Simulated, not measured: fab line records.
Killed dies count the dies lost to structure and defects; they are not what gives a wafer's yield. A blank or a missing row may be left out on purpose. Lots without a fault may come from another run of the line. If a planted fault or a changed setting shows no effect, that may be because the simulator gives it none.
Problem report in the 8D (eight disciplines) form, filled by code	flow sky130	the parts of the form that need people (team, actions taken, sign-off) are left out

## 1. PROBLEM STATEMENT
SD_P_RS at SKY_SD_N_RS_MEAS_17 reads a mean of 150.1 ohm/sq on 9 wafers of 3 lots; wafers without a fault read 147.1 ohm/sq with a standard deviation of 0.36. That puts it +8.3 standard deviations away from the usual mean.
The step: measures by four-point-probe.
Earliest sighting: wafer L909.1 on film metro-04 at day 31 15:31. Wafers with a number at this step in the record: 33, from 11 lots. The rule behind "out" and "out of limits": a value lying over 4 standard deviations away from the usual mean. The rest of the wafers with a number are treated as sound.

## 2. WHAT IT IS; WHAT IT IS NOT
question	is	is not
which readings at this step	SD_P_RS	-
which lots	L909, L910, L911	L901, L902, L916, L919, L920, L921, L922, L924
which wafers of those lots	all that have a number	-
read on which gauges	film metro-01, film metro-03, film metro-04	-
when	from day 31 15:31	up to then (6 sound wafers); but 18 sound wafers of L916, L919, L920, L921, L922, L924 came after

## 3. SUSPECTS, AND WHAT RULES EACH OUT
Counting: a tool at any process step up to the reading remains a suspect when it ran all the lots that are out and ran no sound lot after the first of those.
- the gauge at SKY_SD_N_RS_MEAS_17 has been ruled out. Those wafers that are out were read across 3 gauges (film metro-01, film metro-03, film metro-04).
- implanter-02 at SKY_SD_P_IMPLANT_09: ruled out as a lasting fault. After its first lot that is out, L909 (day 29 07:09), sound lots L920, L921, L924 ran on it.
Left after counting: nothing in the record.

## 4. THE CAUSE (what the simulator had put in)
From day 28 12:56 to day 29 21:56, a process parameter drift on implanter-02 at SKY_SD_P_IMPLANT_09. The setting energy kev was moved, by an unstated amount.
It was ruled out by counting, in error; the rule expects a fault to strike all lots run on its tool from its start on, and this fault did not.

## 5. THE EFFECT CHAIN, in route order
Rows list readings where the struck wafers' mean (over those with a number) sits beyond 3 standard deviations from the usual. Only readings whose record carries a usual standard deviation are examined. hours: median over the lots of the time between each lot's start at the first step of this table that gives one and its start at this step. sigmas: the change, counted in usual standard deviations.
hours	step	reading	usual	on struck wafers	change	sigmas
0	SKY_SD_P_IMPLANT_09	beam energy keV	19.999	19.122	-0.877	-99 or more
0	SKY_SD_P_STRIP_10	strip time to endpoint s	17.51 s	17.35	-0.16	-4.3
56	SKY_SD_N_RS_MEAS_17	SD_P_RS	147.1 ohm/sq	150.1	+3.0	+8.3
Its process steps:
- SKY_SD_P_IMPLANT_09
- SKY_SD_P_STRIP_10: strips in O2/N2.

## 6. HOW IT WOULD HAVE BEEN CAUGHT EARLIER
The first out-of-limits reading at a measuring or inspecting step in this record came at day 31 15:31, 75 hours after the fault's start at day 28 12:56.
At SKY_SD_P_IMPLANT_09, the tool's own readings (beam energy keV) were out on each struck wafer the step has a row for, so an alarm limit on them would have fired on the first such wafer.
